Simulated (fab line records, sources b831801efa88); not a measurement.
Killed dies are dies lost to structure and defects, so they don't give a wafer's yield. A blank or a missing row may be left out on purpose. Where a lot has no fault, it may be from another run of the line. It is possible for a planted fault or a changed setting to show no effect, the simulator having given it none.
fab line records ; flow sfq-line
record lots=6; wafers=18; last-day=90
route steps=325 shown R5@216 I5@228 C5@240 M6@251
lots with no fault: from the same line, run without faults
start-h: the number of hours between the record's first day and the start of the first shown wafer of the lot ; wait-h: hours from the lot's prior step to this one ; " as in the row above ; L1.1+2: a row that stands for several wafers ; - either no value or no given start ; * or withheld: withheld ; < > ~ a bound
route shown NAME@n: NAME is a module with steps in the file, n the number in the route of the first one ; usual: mean/standard deviation of fault-free wafers ; same: alike in all rows ; chamber/n: place in a boat ; sites: readings site by site ; _std_site: standard deviation across them ; _edge_site: mean of outer sites minus mean of inner sites ; radius-mm: how far each site lies from the wafer's centre ; mask NAME#n: copy n ; behind: the tool/chamber that last shaped the wafer ; hold: what put the lot on hold/how long, in hours/how the hold closed ; device: which transistor (n, p or np) failed to switch ; end of line: tests run on the same wafers once the route is complete ; a step without rows: its recipe alone ; killed: not the wafer's yield, but the dies lost to structure and defects at the first sort ; map: the dies of a wafer, with x for killed, . for not killed, _ for no die there
set.NAME: the setting that was run; set.NAME@STEP: the one run at that earlier step ; model.NAME: the simulator's own value behind a step, which no gauge read
a table for each step, a row for each wafer; lots at some steps of the route
services: from which hour (start-h, from the record's first day; less than 0 if before it) a tool's chamber was out of use, for how many hours, and why
## steps
# step SFQ_R5_THK_MEAS_934
# recipe thk-meas-gauge=xrf; reads=MoNx_of_TRILAYER_R5_DEP_SPUTTER_133
# usual R5_MONX_THK=40.4/0.39
lot.wafer;tool;chamber;start-h;wait-h;R5_MONX_THK[nm]
L587.1;film-metro-03;-;1356.05;0.1;40.9
L587.3;film-metro-03;-;1356.05;0.1;40.6
L587.6;film-metro-03;-;1356.05;0.1;40.3
L588.2;film-metro-02;-;1362.06;0.1;41.1
L588.3;film-metro-02;-;1362.06;0.1;40.2
L588.4;film-metro-02;-;1362.06;0.1;40.7
L590.1;film-metro-03;-;1366.74;0.1;40.6
L590.4;film-metro-03;-;1366.74;0.1;40.4
L590.5;film-metro-03;-;1366.74;0.1;40.5
L592.2;film-metro-04;-;1375.75;0.1;40.0
L592.3;film-metro-04;-;1375.75;0.1;40.4
L592.6;film-metro-04;-;1375.75;0.1;40.6
L602.2;film-metro-03;-;1426.79;0.1;40.4
L602.3;film-metro-03;-;1426.79;0.1;40.3
L602.5;film-metro-03;-;1426.79;0.1;40.5
L605.1;film-metro-02;-;1444.71;0.1;40.3
L605.3;film-metro-02;-;1444.71;0.1;40.2
L605.6;film-metro-02;-;1444.71;0.1;40.7
# step SFQ_TRILAYER_R5_LITHO_COAT_141
# recipe resist=BARC; spin-rpm=3000; resist-thk-nm=62
# step SFQ_TRILAYER_R5_LITHO_COAT_136
# recipe resist=KrF; spin-rpm=3000; resist-thk-nm=600
# step SFQ_TRILAYER_R5_LITHO_SOFTBAKE_140
# recipe temp-c=withheld; time-s=withheld; resist=KrF
# step SFQ_TRILAYER_R5_LITHO_EXPOSE_137
# recipe mask-id=R5; na=0.6; source-shape=conventional; sigma-outer=0.65; target-cd-nm=500; dose-mj=14.4
# step SFQ_TRILAYER_R5_LITHO_PEB_139
# recipe peb-temp-c=115; peb-time-s=60; resist=KrF
# step SFQ_TRILAYER_R5_LITHO_DEVELOP_138
# recipe time-s=60; resist=KrF
# step SFQ_R5_OVL_MEAS_935
# usual R5_OVL=0/5.9
lot.wafer;tool;chamber;start-h;wait-h;R5_OVL[nm]
L587.1;overlay-01;-;1469.34;0.1;4
L587.3;overlay-01;-;1469.34;0.1;4
L587.6;overlay-01;-;1469.34;0.1;2
L588.2;overlay-02;-;1472.94;0.1;1
L588.3;overlay-02;-;1472.94;0.1;-9
L588.4;overlay-02;-;1472.94;0.1;-4
L590.1;overlay-02;-;1477.74;0.1;3
L590.4;overlay-02;-;1477.74;0.1;4
L590.5;overlay-02;-;1477.74;0.1;1
L592.2;overlay-02;-;1488.54;0.1;-10
L592.3;overlay-02;-;1488.54;0.1;-1
L592.6;overlay-02;-;1488.54;0.1;-9
L602.2;overlay-02;-;1528.69;0.1;7
L602.3;overlay-02;-;1528.69;0.1;-4
L602.5;overlay-02;-;1528.69;0.1;-7
L605.1;overlay-01;-;1543.18;0.1;17
L605.3;overlay-01;-;1543.18;0.1;17
L605.6;overlay-01;-;1543.18;0.1;15
# step SFQ_TRILAYER_R5_BARC_OPEN_METAL_ETCH_177
# recipe mask-material=PR; chemistry=O2; target-depth-nm=125; target=BARC; icp-w=600; bias-w=80; pressure-mtorr=10; time-s=41.7
# step SFQ_TRILAYER_R5_ETCH_METAL_ETCH_139
# recipe stop-on=SiO2; mask-material=PR; chemistry=Cl2; target-depth-nm=60; icp-w=600; bias-w=80; pressure-mtorr=10; time-s=40
# usual drypump-motor-current-A=5.4/0.36; oes-product-au=0.991/0.0056; rf-fwd-power-W=592.8/2.4
lot.wafer;tool;chamber;start-h;wait-h;drypump-motor-current-A;oes-product-au;rf-fwd-power-W;rf-hours-counter-h
L587.1;rie-metal-02;1;1469.43;0.0;5.7;0.976;592.5;135
L587.3;rie-metal-02;1;1469.43;0.0;5.7;0.988;592.6;-
L587.6;rie-metal-02;0;1469.43;0.0;5.0;0.983;592.0;-
L588.2;rie-metal-04;1;1473.03;0.0;5.9;0.988;592.5;31
L588.3;rie-metal-04;0;1473.03;0.0;5.7;0.990;595.9;-
L588.4;rie-metal-04;1;1473.03;0.0;5.9;0.993;593.9;-
L590.1;rie-metal-02;0;1477.83;0.0;5.0;0.991;592.4;17
L590.4;rie-metal-02;1;1477.83;0.0;5.7;0.978;596.7;-
L590.5;rie-metal-02;0;1477.83;0.0;5.0;0.994;592.1;-
L592.2;rie-metal-04;1;1488.63;0.0;5.9;0.998;589.9;33
L592.3;rie-metal-04;1;1488.63;0.0;5.9;0.997;590.6;-
L592.6;rie-metal-04;0;1488.63;0.0;5.7;0.994;596.0;-
L602.2;rie-metal-02;0;1528.86;0.1;5.0;0.992;592.1;-
L602.3;rie-metal-02;0;1528.86;0.1;5.0;0.988;593.3;-
L602.5;rie-metal-02;0;1528.86;0.1;5.1;0.996;592.9;-
L605.1;rie-metal-02;1;1543.28;0.0;5.7;0.983;596.3;2
L605.3;rie-metal-02;0;1543.28;0.0;5.0;0.994;588.9;-
L605.6;rie-metal-02;0;1543.28;0.0;5.0;0.989;587.3;-
# step SFQ_TRILAYER_R5_STRIP_STRIP_140
# recipe gas=O2; power-w=200; platen-temp-c=40; overash-fraction=0.65; chemistry=O2; pressure-mtorr=50
# usual drypump-motor-current-A=5.4/0.36; oes-product-au=1.001/0.0098
lot.wafer;tool;chamber;start-h;wait-h;drypump-motor-current-A;oes-product-au;rf-hours-counter-h
L587.1;rie-metal-02;1;1469.49;0.0;5.7;0.990;135
L587.3;rie-metal-02;1;1469.49;0.0;5.7;0.985;-
L587.6;rie-metal-02;0;1469.49;0.0;5.0;0.990;-
L588.2;rie-metal-04;1;1473.09;0.0;5.9;1.008;31
L588.3;rie-metal-04;0;1473.09;0.0;5.7;1.016;-
L588.4;rie-metal-04;1;1473.09;0.0;5.9;1.009;-
L590.1;rie-metal-02;0;1477.89;0.0;5.0;0.999;17
L590.4;rie-metal-02;1;1477.89;0.0;5.8;0.991;-
L590.5;rie-metal-02;0;1477.89;0.0;5.0;0.986;-
L592.2;rie-metal-04;1;1488.69;0.0;5.9;1.011;33
L592.3;rie-metal-04;1;1488.69;0.0;5.9;1.005;-
L592.6;rie-metal-04;0;1488.69;0.0;5.7;1.006;-
L602.2;rie-metal-02;0;1529.16;0.3;5.0;0.993;-
L602.3;rie-metal-02;0;1529.16;0.3;5.0;0.996;-
L602.5;rie-metal-02;0;1529.16;0.3;5.0;1.005;-
L605.1;rie-metal-02;1;1543.34;0.0;5.7;0.998;2
L605.3;rie-metal-02;0;1543.34;0.0;5.0;1.002;-
L605.6;rie-metal-02;0;1543.34;0.0;5.0;1.009;-
# step SFQ_TRILAYER_R5_STRIP_SOLV_CLEAN_141
# recipe chemistry=NMP; temp-c=70; time-s=600
# step SFQ_TRILAYER_A5C_DEP_PECVD_142
# recipe material=SiO2; temp-c=150; time-s=15.556; pressure-torr=2.4; rf-w=183.3; precursor=SiH4/N2O; target-thk-nm=70
# usual heater-power-w=88/13; rf-fwd-power-W=179.6/1.2; showerhead-vpp-V=850/40; throttle-valve-pct=24.1/1.3
lot.wafer;tool;chamber;start-h;wait-h;heater-power-w;rf-fwd-power-W;showerhead-vpp-V;throttle-valve-pct;model.SiO2_of_TRILAYER_A5C_DEP_PECVD_142.thk-nm
L587.1;pecvd-04;1;1470.44;0.0;82;179.1;877;22.3;69.12
L587.3;pecvd-04;2;1470.44;0.0;89;179.0;804;23.3;69.13
L587.6;pecvd-04;0;1470.44;0.0;71;180.8;812;24.1;70.9
L588.2;pecvd-01;1;1473.87;0.0;94;181.5;937;24.3;67.85
L588.3;pecvd-01;0;1473.87;0.0;71;178.9;825;24.9;70.33
L588.4;pecvd-01;1;1473.87;0.0;96;181.5;932;24.3;69.24
L590.1;pecvd-04;0;1478.84;0.0;79;180.2;832;24.0;69.78
L590.4;pecvd-04;1;1478.84;0.0;86;178.6;896;22.3;77.6
L590.5;pecvd-04;2;1478.84;0.0;91;179.0;813;23.0;70.16
L592.2;pecvd-04;0;1489.47;0.0;76;180.0;851;24.0;77.18
L592.3;pecvd-04;2;1489.47;0.0;83;179.2;815;23.6;69.5
L592.6;pecvd-04;1;1489.47;0.0;85;179.7;887;22.4;77.66
L602.2;pecvd-01;0;1530.33;0.0;70;179.4;828;25.0;71.22
L602.3;pecvd-01;2;1530.33;0.0;106;178.6;857;23.7;70.19
L602.5;pecvd-01;0;1530.33;0.0;70;179.1;803;24.9;70.65
L605.1;pecvd-01;2;1544.29;0.0;99;179.7;868;24.0;69.98
L605.3;pecvd-01;1;1544.29;0.0;103;181.2;937;24.6;69.71
L605.6;pecvd-01;0;1544.29;0.0;72;179.5;825;25.1;70.59
# step SFQ_TRILAYER_I5_LITHO_COAT_149
# recipe resist=BARC; spin-rpm=3000; resist-thk-nm=62
# step SFQ_TRILAYER_I5_LITHO_COAT_144
# recipe resist=KrF; spin-rpm=3000; resist-thk-nm=650
# step SFQ_TRILAYER_I5_LITHO_SOFTBAKE_148
# recipe temp-c=withheld; time-s=withheld; resist=KrF
# step SFQ_TRILAYER_I5_LITHO_EXPOSE_145
# recipe mask-id=I5; na=0.6; source-shape=conventional; sigma-outer=0.65; target-cd-nm=700; dose-mj=21.3
# step SFQ_TRILAYER_I5_LITHO_PEB_147
# recipe peb-temp-c=115; peb-time-s=60; resist=KrF
# step SFQ_TRILAYER_I5_LITHO_DEVELOP_146
# recipe time-s=60; resist=KrF
# step SFQ_I5_OVL_MEAS_936
# usual I5_OVL=-2/5.4
lot.wafer;tool;chamber;start-h;wait-h;I5_OVL[nm]
L587.1;overlay-02;-;1575.23;0.1;3
L587.3;overlay-02;-;1575.23;0.1;3
L587.6;overlay-02;-;1575.23;0.1;0
L588.2;overlay-02;-;1577.64;0.1;-5
L588.3;overlay-02;-;1577.64;0.1;-6
L588.4;overlay-02;-;1577.64;0.1;-7
L590.1;overlay-02;-;1581.23;0.1;1
L590.4;overlay-02;-;1581.23;0.1;-5
L590.5;overlay-02;-;1581.23;0.1;-7
L592.2;overlay-01;-;1587.24;0.1;-11
L592.3;overlay-01;-;1587.24;0.1;-10
L592.6;overlay-01;-;1587.24;0.1;-6
L602.2;overlay-02;-;1631.76;0.1;-1
L602.3;overlay-02;-;1631.76;0.1;-2
L602.5;overlay-02;-;1631.76;0.1;4
L605.1;overlay-02;-;1642.56;0.1;-4
L605.3;overlay-02;-;1642.56;0.1;-9
L605.6;overlay-02;-;1642.56;0.1;-4
# step SFQ_TRILAYER_I5_BARC_OPEN_VIA_ETCH_200
# recipe mask-material=PR; chemistry=O2; target-depth-nm=125; target=BARC; source-w=500; bias-w=80; pressure-mtorr=30; time-s=41.7
# step SFQ_TRILAYER_I5_ETCH_VIA_ETCH_147
# recipe stop-on=Nb; mask-material=PR; chemistry=CHF3; target-depth-nm=360; source-w=500; bias-w=80; pressure-mtorr=30; time-s=withheld
# usual drypump-motor-current-A=5.7/0.36; oes-product-au=0.992/0.0051; rf-fwd-power-W=498.7/1.5
lot.wafer;tool;chamber;start-h;wait-h;drypump-motor-current-A;oes-product-au;rf-fwd-power-W
L587.1;rie-diel-01;3;1575.31;0.0;5.1;0.981;498.3
L587.3;rie-diel-01;1;1575.31;0.0;5.8;0.986;497.3
L587.6;rie-diel-01;0;1575.31;0.0;5.4;0.996;499.1
L588.2;rie-diel-04;2;1577.71;0.0;6.0;0.992;498.0
L588.3;rie-diel-04;1;1577.71;0.0;5.7;0.992;498.2
L588.4;rie-diel-04;2;1577.71;0.0;6.0;0.985;500.0
L590.1;rie-diel-04;2;1581.31;0.0;6.0;0.990;499.7
L590.4;rie-diel-04;2;1581.31;0.0;6.0;0.981;498.9
L590.5;rie-diel-04;1;1581.31;0.0;5.8;0.996;503.4
L592.2;rie-diel-04;1;1587.31;0.0;5.7;0.992;497.3
L592.3;rie-diel-04;2;1587.31;0.0;6.0;0.991;499.4
L592.6;rie-diel-04;0;1587.31;0.0;6.2;0.992;498.6
L602.2;rie-diel-01;0;1631.83;0.0;5.4;0.994;498.3
L602.3;rie-diel-01;3;1631.83;0.0;5.1;0.987;498.5
L602.5;rie-diel-01;0;1631.83;0.0;5.4;0.997;499.9
L605.1;rie-diel-01;2;1642.63;0.0;6.0;0.991;499.1
L605.3;rie-diel-01;0;1642.63;0.0;5.4;1.003;497.2
L605.6;rie-diel-01;0;1642.63;0.0;5.4;0.989;499.9
# step SFQ_TRILAYER_I5_STRIP_STRIP_148
# recipe gas=O2; power-w=200; platen-temp-c=40; overash-fraction=0.65; chemistry=O2; pressure-mtorr=50
# step SFQ_TRILAYER_I5_STRIP_SOLV_CLEAN_149
# recipe chemistry=NMP; temp-c=70; time-s=600
# step SFQ_TRILAYER_C5_LITHO_COAT_156
# recipe resist=BARC; spin-rpm=3000; resist-thk-nm=62
# step SFQ_TRILAYER_C5_LITHO_COAT_151
# recipe resist=KrF; spin-rpm=3000; resist-thk-nm=650
# step SFQ_TRILAYER_C5_LITHO_SOFTBAKE_155
# recipe temp-c=withheld; time-s=withheld; resist=KrF
# step SFQ_TRILAYER_C5_LITHO_EXPOSE_152
# recipe mask-id=C5; na=0.6; source-shape=conventional; sigma-outer=0.65; target-cd-nm=500; dose-mj=21.3
# step SFQ_TRILAYER_C5_LITHO_PEB_154
# recipe peb-temp-c=115; peb-time-s=60; resist=KrF
# step SFQ_TRILAYER_C5_LITHO_DEVELOP_153
# recipe time-s=60; resist=KrF
# step SFQ_C5_OVL_MEAS_937
# usual C5_OVL=4/4.9
lot.wafer;tool;chamber;start-h;wait-h;C5_OVL[nm]
L587.1;overlay-02;-;1678.23;0.1;7
L587.3;overlay-02;-;1678.23;0.1;9
L587.6;overlay-02;-;1678.23;0.1;6
L588.2;overlay-02;-;1680.64;0.1;10
L588.3;overlay-02;-;1680.64;0.1;8
L588.4;overlay-02;-;1680.64;0.1;13
L590.1;overlay-02;-;1685.43;0.1;0
L590.4;overlay-02;-;1685.43;0.1;-1
L590.5;overlay-02;-;1685.43;0.1;1
L592.2;overlay-02;-;1690.24;0.1;6
L592.3;overlay-02;-;1690.24;0.1;4
L592.6;overlay-02;-;1690.24;0.1;4
L602.2;overlay-02;-;1739.30;0.1;4
L602.3;overlay-02;-;1739.30;0.1;-2
L602.5;overlay-02;-;1739.30;0.1;5
L605.1;overlay-02;-;1745.42;0.1;2
L605.3;overlay-02;-;1745.42;0.1;-2
L605.6;overlay-02;-;1745.42;0.1;-1
# step SFQ_TRILAYER_C5_BARC_OPEN_VIA_ETCH_210
# recipe mask-material=PR; chemistry=O2; target-depth-nm=125; target=BARC; source-w=500; bias-w=80; pressure-mtorr=30; time-s=41.7
# usual drypump-motor-current-A=5.6/0.34; oes-product-au=0.685/0.0043; rf-fwd-power-W=494.7/2.5
lot.wafer;tool;chamber;start-h;wait-h;drypump-motor-current-A;oes-product-au;rf-fwd-power-W;rf-hours-counter-h
L587.1;rie-diel-03;3;1678.27;0.0;5.3;0.677;495.3;5
L587.3;rie-diel-03;1;1678.27;0.0;5.7;0.683;491.7;10
L587.6;rie-diel-03;3;1678.27;0.0;5.3;0.687;495.5;-
L588.2;rie-diel-02;3;1680.67;0.0;5.8;0.688;494.9;11
L588.3;rie-diel-02;1;1680.67;0.0;4.9;0.682;494.5;5
L588.4;rie-diel-02;0;1680.67;0.0;5.5;0.682;494.2;10
L590.1;rie-diel-03;0;1685.47;0.0;5.3;0.682;495.3;10
L590.4;rie-diel-03;1;1685.47;0.0;5.7;0.682;492.4;10
L590.5;rie-diel-03;0;1685.47;0.0;5.3;0.675;492.8;-
L592.2;rie-diel-01;2;1690.27;0.0;6.0;0.685;496.5;18
L592.3;rie-diel-01;0;1690.27;0.0;5.4;0.678;496.9;20
L592.6;rie-diel-01;2;1690.27;0.0;6.0;0.684;497.8;-
L602.2;rie-diel-01;2;1739.33;0.0;6.0;0.692;495.2;18
L602.3;rie-diel-01;1;1739.33;0.0;5.8;0.686;500.2;3
L602.5;rie-diel-01;1;1739.33;0.0;5.8;0.687;499.2;-
L605.1;rie-diel-01;3;1745.45;0.0;5.1;0.689;492.2;5
L605.3;rie-diel-01;1;1745.45;0.0;5.8;0.680;497.1;3
L605.6;rie-diel-01;3;1745.45;0.0;5.2;0.683;493.5;-
# step SFQ_TRILAYER_C5_ETCH_VIA_ETCH_154
# recipe target=SiO2; mask-material=PR; chemistry=CHF3; target-depth-nm=84; source-w=500; bias-w=80; pressure-mtorr=30; time-s=withheld; stop-on=Nb
# usual drypump-motor-current-A=5.6/0.34; oes-product-au=0.893/0.0073; rf-fwd-power-W=495.6/2
lot.wafer;tool;chamber;start-h;wait-h;drypump-motor-current-A;oes-product-au;rf-fwd-power-W;model.C5.feature-depth-nm;model.etch.depth-nm
L587.1;rie-diel-03;3;1678.31;0.0;5.3;0.889;494.4;69.12;69.12
L587.3;rie-diel-03;1;1678.31;0.0;5.7;0.894;489.9;69.13;69.13
L587.6;rie-diel-03;3;1678.31;0.0;5.3;0.903;494.8;70.9;70.9
L588.2;rie-diel-02;3;1680.71;0.0;5.8;0.887;500.6;67.85;67.85
L588.3;rie-diel-02;1;1680.71;0.0;4.9;0.898;494.6;70.33;70.33
L588.4;rie-diel-02;0;1680.71;0.0;5.5;0.884;499.4;69.24;69.24
L590.1;rie-diel-03;0;1685.51;0.0;5.3;0.895;496.2;69.78;69.78
L590.4;rie-diel-03;1;1685.51;0.0;5.7;0.959;494.0;77.6;77.6
L590.5;rie-diel-03;0;1685.51;0.0;5.3;0.894;494.8;70.16;70.16
L592.2;rie-diel-01;2;1690.31;0.0;6.0;0.948;495.9;77.18;77.18
L592.3;rie-diel-01;0;1690.31;0.0;5.4;0.888;494.5;69.5;69.5
L592.6;rie-diel-01;2;1690.31;0.0;6.0;0.954;497.3;77.66;77.66
L602.2;rie-diel-01;2;1739.37;0.0;6.0;0.908;496.5;71.22;71.22
L602.3;rie-diel-01;1;1739.37;0.0;5.8;0.896;500.2;70.19;70.19
L602.5;rie-diel-01;1;1739.37;0.0;5.8;0.900;496.3;70.65;70.65
L605.1;rie-diel-01;3;1745.49;0.0;5.1;0.896;493.0;69.98;69.98
L605.3;rie-diel-01;1;1745.49;0.0;5.8;0.882;496.5;69.71;69.71
L605.6;rie-diel-01;3;1745.49;0.0;5.2;0.904;496.1;70.59;70.59
# step SFQ_TRILAYER_C5_STRIP_STRIP_155
# recipe gas=O2; power-w=200; platen-temp-c=40; overash-fraction=0.65; chemistry=O2; pressure-mtorr=50
# usual drypump-motor-current-A=5.4/0.49; oes-product-au=1.000/0.008
lot.wafer;tool;chamber;start-h;wait-h;drypump-motor-current-A;oes-product-au;rf-hours-counter-h
L587.1;rie-metal-03;0;1678.35;-;5.1;1.004;37
L587.3;rie-metal-03;0;1678.35;-;5.1;1.005;-
L587.6;rie-metal-03;1;1678.35;-;5.3;0.995;-
L588.2;rie-metal-02;1;1680.75;-;5.7;0.996;21
L588.3;rie-metal-02;0;1680.75;-;5.0;0.997;-
L588.4;rie-metal-02;1;1680.75;-;5.7;0.977;-
L590.1;rie-metal-02;1;1685.55;-;5.7;0.996;22
L590.4;rie-metal-02;1;1685.55;-;5.7;1.003;-
L590.5;rie-metal-02;1;1685.55;-;5.7;1.004;-
L592.2;rie-metal-03;0;1690.35;-;5.1;1.018;40
L592.3;rie-metal-03;1;1690.35;-;5.3;0.995;-
L592.6;rie-metal-03;1;1690.35;-;5.3;0.995;-
L602.2;rie-metal-02;0;1739.41;-;5.0;0.995;62
L602.3;rie-metal-02;0;1739.41;-;5.0;0.999;-
L602.5;rie-metal-02;0;1739.41;-;5.0;1.010;-
L605.1;rie-metal-03;0;1745.54;-;5.1;1.006;49
L605.3;rie-metal-03;0;1745.54;-;5.1;1.015;-
L605.6;rie-metal-03;0;1745.54;-;5.1;0.997;-
# step SFQ_TRILAYER_C5_STRIP_SOLV_CLEAN_156
# recipe chemistry=NMP; temp-c=70; time-s=600
# step SFQ_TRILAYER_M6_DEP_PRE_CLEAN_158
# recipe gas=Ar; time-s=22.5; bias-v=250
lot.wafer;tool;chamber;start-h;wait-h;model.SiO2_of_TRILAYER_A5C_DEP_PECVD_142.thk-nm
L587.1;pvd-sputter-06;-;1679.13;0.0;61.62
L587.3;pvd-sputter-06;-;1679.13;0.0;61.63
L587.6;pvd-sputter-06;-;1679.13;0.0;63.4
L588.2;pvd-sputter-06;-;1681.53;0.0;60.35
L588.3;pvd-sputter-06;-;1681.53;0.0;62.83
L588.4;pvd-sputter-06;-;1681.53;0.0;61.74
L590.1;pvd-sputter-06;-;1686.33;0.0;62.28
L590.4;pvd-sputter-06;-;1686.33;0.0;70.1
L590.5;pvd-sputter-06;-;1686.33;0.0;62.66
L592.2;pvd-sputter-06;-;1691.13;0.0;69.68
L592.3;pvd-sputter-06;-;1691.13;0.0;62
L592.6;pvd-sputter-06;-;1691.13;0.0;70.16
L602.2;pvd-sputter-06;-;1740.21;0.0;63.72
L602.3;pvd-sputter-06;-;1740.21;0.0;62.69
L602.5;pvd-sputter-06;-;1740.21;0.0;63.15
L605.1;pvd-sputter-06;-;1746.31;0.0;62.48
L605.3;pvd-sputter-06;-;1746.31;0.0;62.21
L605.6;pvd-sputter-06;-;1746.31;0.0;63.09
# step SFQ_TRILAYER_M6_DEP_SPUTTER_157
# recipe material=Nb; base-pressure-pa=1.33e-06; chamber-pressure-pa=0.1333; substrate-temp-c=20; target-thk-nm=200; power-w=2000; time-s=133.3
## services
tool;chamber;start-h;hours;kind
pecvd-01;-;1449.76;4.5;repair
rie-diel-04;-;1456.17;76.0;repair
rie-diel-03;3;1456.99;4.7;repair
rie-diel-01;2;1462.80;4.0;repair
rie-diel-01;2;1479.04;16.5;repair
pvd-sputter-06;-;1482.85;5.5;repair
pecvd-04;-;1487.90;1.5;repair
rie-metal-03;1;1491.93;16.0;repair
rie-metal-04;0;1516.64;23.1;repair
rie-diel-01;0;1537.83;5.5;repair
rie-metal-04;1;1542.73;12.8;repair
rie-diel-01;0;1543.32;13.7;repair
rie-diel-01;2;1547.89;15.0;repair
rie-diel-01;1;1591.68;10.2;repair
rie-diel-01;1;1633.02;11.3;repair
rie-diel-03;0;1635.12;3.5;repair
rie-diel-03;0;1646.82;4.6;repair
pvd-sputter-06;-;1648.24;2.5;repair
rie-diel-01;-;1668.34;0.1;repair
rie-metal-04;-;1698.29;0.4;repair
rie-metal-04;0;1708.97;1.4;repair
rie-diel-01;3;1719.12;3.7;repair
rie-diel-01;0;1726.16;2.3;repair
rie-diel-03;0;1735.10;2.8;repair
## key
first-sign step=SFQ_TRILAYER_C5_ETCH_VIA_ETCH_154; reading=oes-product-au; direction=up; sigmas=8.2; usual=0.893; struck=0.954
effect none on later readings
model-effect step=SFQ_TRILAYER_A5C_DEP_PECVD_142; value=SiO2_of_TRILAYER_A5C_DEP_PECVD_142.thk-nm; without=70.51; struck=77.48
model-effect step=SFQ_TRILAYER_C5_ETCH_VIA_ETCH_154; value=C5.feature-depth-nm; without=70.51; struck=77.48
model-effect step=SFQ_TRILAYER_M6_DEP_PRE_CLEAN_158; value=SiO2_of_TRILAYER_A5C_DEP_PECVD_142.thk-nm; without=63.01; struck=69.98
met-at SFQ_TRILAYER_A5C_DEP_PECVD_142
struck-wafers L590.4,L592.2,L592.6
onset-between 1470.44 1478.84
fault kind=process-parameter-drift; tool=pecvd-04; chamber=-; onset-h=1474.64; steps=SFQ_TRILAYER_A5C_DEP_PECVD_142; channel=target-thk-nm; offset=6.9519; shape=step; end-h=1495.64; scope=struck-wafers-only; acts-in=these-recipes-only; stated=70
